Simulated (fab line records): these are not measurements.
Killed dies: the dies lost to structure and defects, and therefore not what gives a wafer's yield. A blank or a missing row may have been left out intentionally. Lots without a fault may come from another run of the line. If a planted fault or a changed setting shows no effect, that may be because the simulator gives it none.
fab line records	flow sky130
record: lots: 5	wafers: 15	last_day: 50
route steps=708 shown SD_P@327 RES_XHIGH@332 SD_N@342 SALICIDE@361 PAD_OPEN@708
lots with no fault: from the same line, run without faults
start_h: start of the lot's first displayed wafer, in hours after the record's first day	wait_h: how many hours have passed since the lot's step before this one	" identical to the entry in the row above	L1.1+2: one row covering several wafers at once	- value missing, or start not given	* or withheld: withheld	< > ~ a bound
route shown NAME@n: names a module that has steps shown in the file, with the first one's number in the route	usual: mean and standard deviation over wafers with no fault	same: alike in all rows	chamber/n: place in a boat	sites: readings site by site	_std_site: standard deviation of those values	_edge_site: inner sites' mean taken away from outer sites' mean	radius_mm: how far each site lies from the wafer's centre	mask NAME#n: copy n	behind: the tool/chamber that last shaped the wafer	hold: why the lot was held/for how many hours/how that ended	device: names the non-switching transistor (n, p or np)	end of line: tests of these same wafers at the route's end	for a step that has no rows: nothing shown but its recipe	killed: dies lost to structure and defects at the first sort, not the wafer's yield	map: dies across one wafer; x = killed, . = not, _ = none there
set.NAME: the setting that was run; set.NAME@STEP: the one run at that earlier step	model.NAME: the simulator's own value behind a step, which no gauge read
lots at selected steps of the route; one table per step, one row per wafer
services: the hour from which a tool's chamber was out of use, counted from the record's first day as start_h (under 0 if before that day), plus the number of hours and why
== steps ==
step: SKY_SD_P_CD_MEAS_07
recipe: target_cd_nm: 380
usual: cd_nm: 379.2/2.2
lot.wafer	tool	chamber	start_h	wait_h	cd_nm
L950.2	cd_sem-01	-	640.17	0.1	379.5
L950.5	"	-	"	"	380.2
L950.6	"	-	"	"	377.6
L957.2	cd_sem-01	-	700.67	0.1	379.8
L957.4	"	-	"	"	380.5
L957.6	"	-	"	"	380.9
L961.2	cd_sem-02	-	731.12	0.1	379.5
L961.3	"	-	"	"	377.9
L961.6	"	-	"	"	378.7
L964.2	cd_sem-02	-	743.97	0.1	377.7
L964.3	"	-	"	"	377.8
L964.4	"	-	"	"	377.3
L967.1	cd_sem-01	-	780.00	0.1	378.6
L967.3	"	-	"	"	378.8
L967.5	"	-	"	"	376.5
step: SKY_SD_P_OVL_MEAS_08
usual: SD_P_OVL: -0.1/1.4
lot.wafer	tool	chamber	start_h	wait_h	SD_P_OVL[nm]
L950.2	overlay-02	-	640.27	0.1	0.9
L950.5	"	-	"	"	0.9
L950.6	"	-	"	"	-0.6
L957.2	overlay-02	-	700.77	0.1	-0.9
L957.4	"	-	"	"	-3.3
L957.6	"	-	"	"	-1.7
L961.2	overlay-01	-	731.22	0.1	-1.6
L961.3	"	-	"	"	-1.3
L961.6	"	-	"	"	-0.9
L964.2	overlay-02	-	744.07	0.1	0.9
L964.3	"	-	"	"	-2.0
L964.4	"	-	"	"	-2.4
L967.1	overlay-02	-	780.12	0.1	-0.7
L967.3	"	-	"	"	0.7
L967.5	"	-	"	"	0.2
step: SKY_SD_P_IMPLANT_09
recipe: species: BF2	energy_kev: 20	dose_cm2: 3e+15	tilt_deg: 0
step: SKY_SD_P_STRIP_10
recipe: chemistry: O2/N2	power_w: 1400	pressure_mtorr: 1500	platen_temp_c: withheld	o2_flow_sccm: 3000	n2_flow_sccm: 300	overash_fraction: 0.5
usual: drypump_motor_current_A: 5.8/0.58	oes_product_au: 0.618/0.0044	strip_time_to_endpoint_s: 17.49/0.046
lot.wafer	tool	chamber	start_h	wait_h	drypump_motor_current_A	oes_product_au	rf_hours_counter_h	strip_time_to_endpoint_s
L950.2	plasma_asher-04	1	640.45	0.1	6.2	0.614	21	17.54
L950.5	"	1	"	"	6.2	0.606	-	17.50
L950.6	"	0	"	"	6.4	0.621	-	17.50
L957.2	plasma_asher-01	0	700.95	0.1	4.8	0.617	101	17.46
L957.4	"	1	"	"	6.2	0.623	-	17.52
L957.6	"	0	"	"	4.8	0.620	-	17.51
L961.2	plasma_asher-03	1	731.40	0.1	5.5	0.616	63	17.51
L961.3	"	0	"	"	5.8	0.614	-	17.55
L961.6	"	1	"	"	5.5	0.611	-	17.52
L964.2	plasma_asher-01	0	744.25	0.1	4.8	0.614	0	17.46
L964.3	"	1	"	"	6.2	0.617	-	17.53
L964.4	"	0	"	"	4.8	0.618	-	17.49
L967.1	plasma_asher-01	0	780.30	0.1	4.8	0.619	3	17.44
L967.3	"	0	"	"	4.8	0.619	-	17.49
L967.5	"	1	"	"	6.2	0.612	-	17.49
step: SKY_SD_P_TW_MEAS_11
usual: SD_P_TW: 2812/18
lot.wafer	tool	chamber	start_h	wait_h	SD_P_TW
L950.2	film_metro-04	-	640.56	0.1	2809
L950.5	"	-	"	"	2830
L950.6	"	-	"	"	2822
L957.2	film_metro-03	-	701.06	0.1	2808
L957.4	"	-	"	"	2823
L957.6	"	-	"	"	2807
L961.2	film_metro-03	-	731.51	0.1	2812
L961.3	"	-	"	"	2805
L961.6	"	-	"	"	2812
L964.2	film_metro-04	-	744.36	0.1	2844
L964.3	"	-	"	"	2854
L964.4	"	-	"	"	2849
L967.1	film_metro-04	-	780.40	0.1	2850
L967.3	"	-	"	"	2863
L967.5	"	-	"	"	2839
step: SKY_RES_XHIGH_DEHYDRATE_00
recipe: temp_c: 200	time_s: 60
step: SKY_RES_XHIGH_HMDS_01
recipe: prime_time_s: 60	prime_temp_c: 120
step: SKY_RES_XHIGH_COAT_02
recipe: resist: NOVOLAK	spin_rpm: 3000	resist_thk_nm: 1140
step: SKY_RES_XHIGH_SOFTBAKE_03
recipe: temp_c: 90	time_s: 60	resist: NOVOLAK
step: SKY_RES_XHIGH_EXPOSE_04
recipe: mask_id: URPM	na: 0.6	source_shape: conventional	sigma_outer: 0.6	polarization: unpolarized	target_cd_nm: 1270	dose_mj: 140
step: SKY_RES_XHIGH_PEB_05
recipe: temp_c: withheld	time_s: *	resist: NOVOLAK
step: SKY_RES_XHIGH_DEVELOP_06
recipe: resist: NOVOLAK	developer: TMAH	develop_time_s: 60	dev_temp_c: 23
step: SKY_RES_XHIGH_IMPLANT_07
recipe: species: BF2	energy_kev: 20	dose_cm2: 3.6e+14	tilt_deg: 0
usual: end_station_pressure_torr: 5.19e-06/2.7e-07
lot.wafer	tool	chamber	start_h	wait_h	end_station_pressure_torr
L950.2	implanter-03	0	669.07	0.1	4.83e-06
L950.5	"	0	"	"	5.19e-06
L950.6	"	0	"	"	5.19e-06
L957.2	implanter-01	0	728.92	0.1	5.39e-06
L957.4	"	0	"	"	5.12e-06
L957.6	"	0	"	"	5.55e-06
L961.2	implanter-03	0	758.52	0.1	4.92e-06
L961.3	"	0	"	"	5.13e-06
L961.6	"	0	"	"	5.16e-06
L964.2	implanter-01	0	771.22	0.1	5.21e-06
L964.3	"	0	"	"	5.31e-06
L964.4	"	0	"	"	5.35e-06
L967.1	implanter-01	0	807.19	0.1	5.31e-06
L967.3	"	0	"	"	5.58e-06
L967.5	"	0	"	"	5.27e-06
step: SKY_RES_XHIGH_STRIP_08
recipe: chemistry: O2/N2	power_w: 1400	pressure_mtorr: 1500	platen_temp_c: withheld	o2_flow_sccm: 3000	n2_flow_sccm: 300	overash_fraction: 0.5
usual: drypump_motor_current_A: 5.6/0.46	oes_product_au: 0.711/0.0044	strip_time_to_endpoint_s: 14.27/0.037
lot.wafer	tool	chamber	start_h	wait_h	drypump_motor_current_A	oes_product_au	rf_hours_counter_h	strip_time_to_endpoint_s
L950.2	plasma_asher-03	0	669.20	0.1	5.8	0.707	57	14.29
L950.5	"	0	"	"	5.8	0.716	-	14.21
L950.6	"	1	"	"	5.5	0.707	-	14.30
L957.2	plasma_asher-01	1	729.05	0.1	6.2	0.715	103	14.28
L957.4	"	0	"	"	4.8	0.715	-	14.24
L957.6	"	0	"	"	4.8	0.712	-	14.28
L961.2	plasma_asher-01	1	758.65	0.1	6.2	0.709	1	14.26
L961.3	"	0	"	"	4.8	0.716	-	14.28
L961.6	"	0	"	"	4.8	0.719	-	14.23
L964.2	plasma_asher-03	1	771.35	0.1	5.5	0.709	68	14.24
L964.3	"	0	"	"	5.8	0.714	-	14.29
L964.4	"	1	"	"	5.5	0.705	-	14.24
L967.1	plasma_asher-01	0	807.34	0.1	4.8	0.706	6	14.23
L967.3	"	0	"	"	4.8	0.707	-	14.23
L967.5	"	0	"	"	4.8	0.710	-	14.26
step: SKY_RES_XHIGH_TW_MEAS_09
usual: RES_XHIGH_TW: 1634/12
lot.wafer	tool	chamber	start_h	wait_h	RES_XHIGH_TW
L950.2	film_metro-04	-	669.31	0.1	1642
L950.5	"	-	"	"	1610
L950.6	"	-	"	"	1634
L957.2	film_metro-02	-	729.16	0.1	1635
L957.4	"	-	"	"	1636
L957.6	"	-	"	"	1628
L961.2	film_metro-04	-	758.76	0.1	1660
L961.3	"	-	"	"	1651
L961.6	"	-	"	"	1653
L964.2	film_metro-02	-	771.46	0.1	1612
L964.3	"	-	"	"	1620
L964.4	"	-	"	"	1620
L967.1	film_metro-02	-	807.44	0.1	1631
L967.3	"	-	"	"	1632
L967.5	"	-	"	"	1629
step: SKY_SD_N_DEHYDRATE_00
recipe: temp_c: 200	time_s: 60
step: SKY_SD_N_HMDS_01
recipe: prime_time_s: 60	prime_temp_c: 120
step: SKY_SD_N_COAT_02
recipe: resist: NOVOLAK	spin_rpm: 3000	resist_thk_nm: 1140
step: SKY_SD_N_SOFTBAKE_03
recipe: temp_c: 90	time_s: 60	resist: NOVOLAK
step: SKY_SD_N_EXPOSE_04
recipe: mask_id: NSDM	na: 0.6	source_shape: conventional	sigma_outer: 0.6	polarization: unpolarized	target_cd_nm: 380	dose_mj: 141
step: SKY_SD_N_PEB_05
recipe: temp_c: withheld	time_s: *	resist: NOVOLAK
step: SKY_SD_N_DEVELOP_06
recipe: resist: NOVOLAK	developer: TMAH	develop_time_s: 60	dev_temp_c: 23
step: SKY_SD_N_CD_MEAS_07
recipe: target_cd_nm: 380
usual: cd_nm: 380.3/2.9
lot.wafer	tool	chamber	start_h	wait_h	cd_nm
L950.2	cd_sem-01	-	697.28	0.1	383.1
L950.5	"	-	"	"	381.4
L950.6	"	-	"	"	382.2
L957.2	cd_sem-02	-	756.83	0.1	380.3
L957.4	"	-	"	"	381.0
L957.6	"	-	"	"	380.1
L961.2	cd_sem-01	-	785.18	0.1	380.8
L961.3	"	-	"	"	378.8
L961.6	"	-	"	"	376.6
L964.2	cd_sem-02	-	797.35	0.1	374.2
L964.3	"	-	"	"	373.9
L964.4	"	-	"	"	374.9
L967.1	cd_sem-02	-	833.56	0.1	379.2
L967.3	"	-	"	"	376.4
L967.5	"	-	"	"	378.4
step: SKY_SD_N_OVL_MEAS_08
usual: SD_N_OVL: 0.4/1.3
lot.wafer	tool	chamber	start_h	wait_h	SD_N_OVL[nm]
L950.2	overlay-01	-	697.39	0.1	1.3
L950.5	"	-	"	"	1.4
L950.6	"	-	"	"	1.1
L957.2	overlay-02	-	756.94	0.1	0.0
L957.4	"	-	"	"	-0.5
L957.6	"	-	"	"	1.3
L961.2	overlay-01	-	785.29	0.1	0.9
L961.3	"	-	"	"	-0.7
L961.6	"	-	"	"	-1.3
L964.2	overlay-02	-	797.46	0.1	1.0
L964.3	"	-	"	"	3.1
L964.4	"	-	"	"	1.0
L967.1	overlay-01	-	833.68	0.1	-0.6
L967.3	"	-	"	"	0.6
L967.5	"	-	"	"	0.7
step: SKY_SD_N_IMPLANT_09
recipe: species: As	energy_kev: 49.54	dose_cm2: 4e+15	tilt_deg: 0
step: SKY_SD_N_IMPLANT_10
recipe: species: P	energy_kev: 20	dose_cm2: 1e+14	tilt_deg: 0
step: SKY_SD_N_STRIP_11
recipe: chemistry: O2/N2	power_w: 1400	pressure_mtorr: 1500	platen_temp_c: withheld	o2_flow_sccm: 3000	n2_flow_sccm: 300	overash_fraction: 0.5
usual: drypump_motor_current_A: 5.77/0.28	oes_product_au: 0.528/0.0048	strip_time_to_endpoint_s: 22.49/0.047
lot.wafer	tool	chamber	start_h	wait_h	drypump_motor_current_A	oes_product_au	rf_hours_counter_h	strip_time_to_endpoint_s
L950.2	plasma_asher-03	1	697.72	0.1	5.48	0.536	60	22.47
L950.5	"	1	"	"	5.48	0.531	-	22.50
L950.6	"	0	"	"	5.72	0.520	-	22.52
L957.2	plasma_asher-02	0	757.27	0.1	5.64	0.527	90	22.49
L957.4	"	0	"	"	5.64	0.525	-	22.40
L957.6	"	1	"	"	5.80	0.524	-	22.44
L961.2	plasma_asher-04	0	785.62	0.1	6.46	0.522	35	22.49
L961.3	"	1	"	"	6.19	0.524	-	22.51
L961.6	"	1	"	"	6.18	0.530	-	22.48
L964.2	plasma_asher-02	1	797.79	0.1	5.76	0.532	94	22.45
L964.3	"	0	"	"	5.60	0.531	-	22.46
L964.4	"	1	"	"	5.73	0.522	-	22.45
L967.1	plasma_asher-02	1	834.02	0.1	5.80	0.520	97	22.47
L967.3	"	0	"	"	5.64	0.528	-	22.46
L967.5	"	0	"	"	5.59	0.531	-	22.49
step: SKY_SD_N_TW_MEAS_12
usual: SD_N_TW: 3961/27
lot.wafer	tool	chamber	start_h	wait_h	SD_N_TW
L950.2	film_metro-02	-	697.83	0.1	3926
L950.5	"	-	"	"	3935
L950.6	"	-	"	"	3919
L957.2	film_metro-02	-	757.38	0.1	3908
L957.4	"	-	"	"	3909
L957.6	"	-	"	"	3918
L961.2	film_metro-03	-	785.73	0.1	3940
L961.3	"	-	"	"	3951
L961.6	"	-	"	"	3946
L964.2	film_metro-03	-	797.90	0.1	3964
L964.3	"	-	"	"	3952
L964.4	"	-	"	"	3942
L967.1	film_metro-02	-	834.12	0.1	4002
L967.3	"	-	"	"	3978
L967.5	"	-	"	"	3991
step: SKY_SD_N_CLEAN_13
recipe: chemistry: SC1/SC2	mix: 1:4:20	temp_c: 70	time_s: 150	dry: n2_spin
step: SKY_SD_N_RTA_14
recipe: temp_c: 1075	time_s: 2	idle_temp_c: 650	ramp_up_c_per_s: 150	ramp_down_c_per_s: 90	ambient: N2
usual: lamp_power_pct: 15.74/0.051	wafer_temp_C_max: 1078.2/1.4
lot.wafer	tool	chamber	start_h	wait_h	lamp_power_pct	wafer_temp_C_max
L950.2	rtp_anneal-02	0	697.94	0.0	15.71	1077.9
L950.5	"	0	"	"	15.75	1076.9
L950.6	"	0	"	"	15.74	1077.3
L957.2	rtp_anneal-01	0	757.49	0.0	15.80	1080.6
L957.4	"	0	"	"	15.74	1078.2
L957.6	"	0	"	"	15.79	1078.2
L961.2	rtp_anneal-01	0	785.84	0.0	15.70	1079.4
L961.3	"	0	"	"	15.72	1080.0
L961.6	"	0	"	"	15.69	1080.5
L964.2	rtp_anneal-02	0	798.00	0.0	15.78	1079.1
L964.3	"	0	"	"	15.68	1077.3
L964.4	"	0	"	"	15.79	1079.8
L967.1	rtp_anneal-02	0	834.23	0.0	15.71	1080.5
L967.3	"	0	"	"	15.67	1077.4
L967.5	"	0	"	"	15.82	1080.3
step: SKY_SD_N_RS_MEAS_16
recipe: thk_meas_gauge: four-point-probe
usual: SD_N_RS: 68.85/0.14
lot.wafer	tool	chamber	start_h	wait_h	SD_N_RS[ohm/sq]
L950.2	film_metro-03	-	698.12	0.1	68.67
L950.5	"	-	"	"	68.88
L950.6	"	-	"	"	68.76
L957.2	film_metro-04	-	757.68	0.1	68.88
L957.4	"	-	"	"	69.01
L957.6	"	-	"	"	69.07
L961.2	film_metro-04	-	786.03	0.1	68.79
L961.3	"	-	"	"	68.87
L961.6	"	-	"	"	68.71
L964.2	film_metro-04	-	798.19	0.1	68.95
L964.3	"	-	"	"	68.93
L964.4	"	-	"	"	69.05
L967.1	film_metro-02	-	834.41	0.1	68.94
L967.3	"	-	"	"	68.97
L967.5	"	-	"	"	68.92
step: SKY_SD_N_RS_MEAS_17
recipe: thk_meas_gauge: four-point-probe
usual: SD_P_RS: 147.1/0.4
lot.wafer	tool	chamber	start_h	wait_h	SD_P_RS[ohm/sq]
L950.2	film_metro-03	-	698.24	0.1	147.1
L950.5	"	-	"	"	147.3
L950.6	"	-	"	"	146.9
L957.2	film_metro-04	-	757.80	0.1	147.8
L957.4	"	-	"	"	147.4
L957.6	"	-	"	"	147.8
L961.2	film_metro-04	-	786.15	0.1	146.7
L961.3	"	-	"	"	147.2
L961.6	"	-	"	"	146.9
L964.2	film_metro-04	-	798.31	0.1	147.7
L964.3	"	-	"	"	147.4
L964.4	"	-	"	"	147.0
L967.1	film_metro-02	-	834.53	0.1	147.2
L967.3	"	-	"	"	147.1
L967.5	"	-	"	"	147.5
step: SKY_SD_N_RS_MEAS_18
recipe: thk_meas_gauge: four-point-probe
usual: RES_XHIGH_RS: 332.9/1.2
lot.wafer	tool	chamber	start_h	wait_h	RES_XHIGH_RS[ohm/sq]
L950.2	film_metro-03	-	698.36	0.1	330.9
L950.5	"	-	"	"	346.6
L950.6	"	-	"	"	330.6
L957.2	film_metro-04	-	757.92	0.1	333.7
L957.4	"	-	"	"	334.7
L957.6	"	-	"	"	335.4
L961.2	film_metro-04	-	786.27	0.1	332.5
L961.3	"	-	"	"	332.2
L961.6	"	-	"	"	333.1
L964.2	film_metro-04	-	798.43	0.1	333.3
L964.3	"	-	"	"	333.0
L964.4	"	-	"	"	331.8
L967.1	film_metro-02	-	834.65	0.1	332.0
L967.3	"	-	"	"	332.1
L967.5	"	-	"	"	332.4
step: SKY_SALICIDE_CLEAN_00
recipe: chemistry: HF-last	time_s: 30	dilution: 100:1	dry: ipa_marangoni
step: SKY_PAD_OPEN_PROBE_99
usual: killed_at_M0_to_M3: 43/6.4	killed_at_M4_up: 3.5/1.8	killed_at_contacts: 25/5.7	killed_at_front_end: 15/3.9	killed_at_other: 0.3/0.67	killed_dies: 87/8.6	killed_open: 47/6.7	killed_short: 39/5.9
same: gross_dies: 492	killed_at_back_side: 0
lot.wafer	tool	chamber	start_h	wait_h	killed_at_M0_to_M3	killed_at_M4_up	killed_at_contacts	killed_at_front_end	killed_at_other	killed_dies	killed_open	killed_short	model.etest.res_xhigh_po.line_ohm_um	model.etest.res_xhigh_po.rs_ohm_sq	model.etest.res_xhigh_po.rs_ohm_sq_range	model.etest.res_xhigh_po.rs_ohm_sq_rim_less_centre
L950.2	prober-02	-	1113.26	0.1	30	6	26	17	0	79	44	35	5660	1968	41.46	0.06506
L950.5	prober-02	-	1113.41	0.2	56	3	29	16	0	104	55	49	6862	2391	368.8	-161.2
L950.6	prober-02	-	1113.46	0.2	48	2	24	20	1	95	60	35	5887	2039	38.85	-17.55
L957.2	prober-01	-	1154.39	0.1	43	1	26	20	0	90	54	36	6035	2085	138.7	-121.7
L957.4	prober-01	-	1154.49	0.2	45	5	21	10	0	81	43	38	5761	2006	106	-95.01
L957.6	prober-01	-	1154.59	0.2	24	1	33	14	0	72	41	31	6039	2065	105.1	-97.15
L961.2	prober-01	-	1173.31	0.1	37	4	17	15	0	73	37	36	5800	2020	77.12	-66.61
L961.3	prober-01	-	1173.36	0.2	34	3	31	12	4	84	51	31	5981	2068	131.6	-99.5
L961.6	prober-01	-	1173.51	0.2	41	4	25	14	0	84	45	39	6044	2094	95.71	-60.39
L964.2	prober-02	-	1182.65	0.1	46	4	25	19	1	95	56	39	5553	1949	81.19	53.96
L964.3	prober-02	-	1182.70	0.2	38	3	20	18	0	79	43	36	5551	1956	52.29	35.41
L964.4	prober-02	-	1182.75	0.2	45	6	15	12	0	78	35	43	5620	1962	85.18	60.3
L967.1	prober-02	-	1201.40	0.1	34	6	24	9	1	74	35	39	5558	1954	101.8	78.63
L967.3	prober-02	-	1201.50	0.2	41	4	19	16	0	80	34	46	5611	1971	90.26	58.66
L967.5	prober-02	-	1201.60	0.2	39	9	16	21	0	85	48	37	5519	1896	74.52	54.35
killed by level:class
L950.2 LI_CONTACT:geometric_particle:open=11 VIA1:geometric_particle:open=8 CONTACT:geometric_particle:open=7 POLY_GATE:geometric_particle:short=6 FIELD_ISO:geometric_particle:short=5 CONTACT:geometric_particle:short=5 VIA2:geometric_particle:open=4 METAL4:geometric_particle:short=4
L950.5 VIA1:geometric_particle:open=16 CONTACT:geometric_particle:open=9 METAL2:geometric_particle:short=8 VIA2:geometric_particle:open=8 LOCAL_INTERCONNECT:geometric_particle:short=7 FIELD_ISO:geometric_particle:short=5 FIELD_ISO:geometric_particle:open=5 METAL1:geometric_particle:short=5
L950.6 VIA1:geometric_particle:open=17 CONTACT:geometric_particle:short=8 FIELD_ISO:geometric_particle:open=7 CONTACT:geometric_particle:open=7 VIA2:geometric_particle:open=6 VIA3:geometric_particle:open=6 FIELD_ISO:geometric_particle:short=5 LI_CONTACT:geometric_particle:open=5
L957.2 CONTACT:geometric_particle:open=11 VIA1:geometric_particle:open=10 VIA3:geometric_particle:open=9 LI_CONTACT:geometric_particle:open=8 VIA1:geometric_particle:short=8 FIELD_ISO:geometric_particle:open=6 FIELD_ISO:geometric_particle:short=6 CONTACT:geometric_particle:short=6
L957.4 VIA1:geometric_particle:open=15 CONTACT:geometric_particle:short=8 CONTACT:geometric_particle:open=6 VIA1:geometric_particle:short=5 LOCAL_INTERCONNECT:geometric_particle:short=4 VIA3:geometric_particle:open=4 METAL1:geometric_particle:short=4 METAL2:geometric_particle:short=4
L957.6 LI_CONTACT:geometric_particle:open=11 CONTACT:geometric_particle:open=11 POLY_GATE:geometric_particle:short=7 VIA1:geometric_particle:short=7 LOCAL_INTERCONNECT:geometric_particle:short=6 VIA3:geometric_particle:open=6 VIA1:geometric_particle:open=4 CONTACT:geometric_particle:short=3
L961.2 VIA1:geometric_particle:open=7 VIA2:geometric_particle:open=6 VIA3:geometric_particle:open=6 METAL1:geometric_particle:short=5 FIELD_ISO:geometric_particle:open=4 LI_CONTACT:geometric_particle:short=4 LOCAL_INTERCONNECT:geometric_particle:short=4 METAL2:geometric_particle:short=4
L961.3 CONTACT:geometric_particle:open=15 METAL2:geometric_particle:short=9 LI_CONTACT:geometric_particle:open=8 VIA3:geometric_particle:open=6 FIELD_ISO:geometric_particle:open=5 VIA1:geometric_particle:open=5 VIA2:geometric_particle:open=5 FIELD_ISO:geometric_particle:short=4
L961.6 CONTACT:geometric_particle:open=10 VIA2:geometric_particle:open=7 CONTACT:geometric_particle:short=7 VIA1:geometric_particle:open=7 METAL2:geometric_particle:short=6 POLY_GATE:geometric_particle:open=5 METAL1:geometric_particle:short=4 VIA3:geometric_particle:open=4
L964.2 VIA1:geometric_particle:open=17 VIA2:geometric_particle:open=9 CONTACT:geometric_particle:open=7 CONTACT:geometric_particle:short=6 LI_CONTACT:geometric_particle:short=5 POLY_GATE:geometric_particle:open=4 LI_CONTACT:geometric_particle:open=4 METAL2:geometric_particle:short=4
L964.3 VIA1:geometric_particle:open=11 VIA2:geometric_particle:open=7 FIELD_ISO:geometric_particle:open=6 LI_CONTACT:geometric_particle:open=6 METAL1:geometric_particle:short=6 CONTACT:geometric_particle:open=5 VIA1:geometric_particle:short=5 FIELD_ISO:geometric_particle:short=4
L964.4 VIA1:geometric_particle:open=9 VIA3:geometric_particle:open=9 VIA1:geometric_particle:short=8 FIELD_ISO:geometric_particle:short=5 METAL1:geometric_particle:short=5 VIA2:geometric_particle:open=5 CONTACT:geometric_particle:short=4 METAL4:geometric_particle:short=4
L967.1 VIA3:geometric_particle:open=7 CONTACT:geometric_particle:open=6 LI_CONTACT:geometric_particle:short=6 VIA1:geometric_particle:open=6 LI_CONTACT:geometric_particle:open=5 VIA3:geometric_particle:short=5 METAL4:geometric_particle:short=5 VIA1:geometric_particle:short=4
L967.3 METAL2:geometric_particle:short=8 LOCAL_INTERCONNECT:geometric_particle:short=6 LI_CONTACT:geometric_particle:open=5 METAL3:geometric_particle:short=5 VIA1:geometric_particle:open=5 VIA2:geometric_particle:open=5 FIELD_ISO:geometric_particle:open=4 FIELD_ISO:geometric_particle:short=4
L967.5 FIELD_ISO:geometric_particle:open=8 POLY_GATE:geometric_particle:open=8 LI_CONTACT:geometric_particle:open=8 VIA1:geometric_particle:open=8 METAL4:geometric_particle:short=8 METAL1:geometric_particle:short=7 VIA3:geometric_particle:open=6 METAL3:geometric_particle:short=4
== services ==
tool	chamber	start_h	hours	kind
implanter-01	-	627.38	16.9	repair
plasma_asher-01	-	631.24	1.1	repair
implanter-01	-	714.79	4.3	repair
plasma_asher-04	-	729.52	6.2	repair
plasma_asher-04	-	731.12	1.5	repair
plasma_asher-01	-	733.75	9.0	pm
plasma_asher-01	0	733.75	9.0	vent_cycle
plasma_asher-01	1	733.75	9.0	vent_cycle
implanter-03	-	737.63	2.0	repair
plasma_asher-01	0	742.75	-	clean
plasma_asher-01	1	742.75	-	clean
plasma_asher-04	-	759.80	0.3	repair
rtp_anneal-02	-	768.44	4.4	pm
implanter-01	-	776.35	5.6	repair
plasma_asher-01	-	782.45	0.7	repair
implanter-01	-	792.94	1.9	repair
implanter-03	-	793.49	5.2	pm
plasma_asher-03	-	794.89	1.0	repair
implanter-01	-	800.93	3.7	repair
plasma_asher-01	-	827.52	0.8	repair
== key ==
first_sign: step: SKY_SD_N_RS_MEAS_18	reading: RES_XHIGH_RS	direction: up	sigmas: 12	usual: 332.9	struck: 346.6
effect none on later readings
model_effect: step: SKY_PAD_OPEN_PROBE_99	value: etest.res_xhigh_po.line_ohm_um	without: 5720	struck: 6862
met_at SKY_RES_XHIGH_IMPLANT_07
struck_wafers L950.5
tester_left_out L950
fault: kind: process_parameter_drift	tool: implanter-03	chamber: -	onset_h: 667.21	steps: SKY_RES_XHIGH_IMPLANT_07	channel: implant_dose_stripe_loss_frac	offset: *	shape: step	end_h: 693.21	scope: struck_wafers_only
tester_left_out: of these lots the tester's yield and bins aren't shown, on N5 and GAA mostly nor the transistor test; their killed dies are dies lost to structure and defects alone, not to doping, threshold or leakage, so they don't give the yield
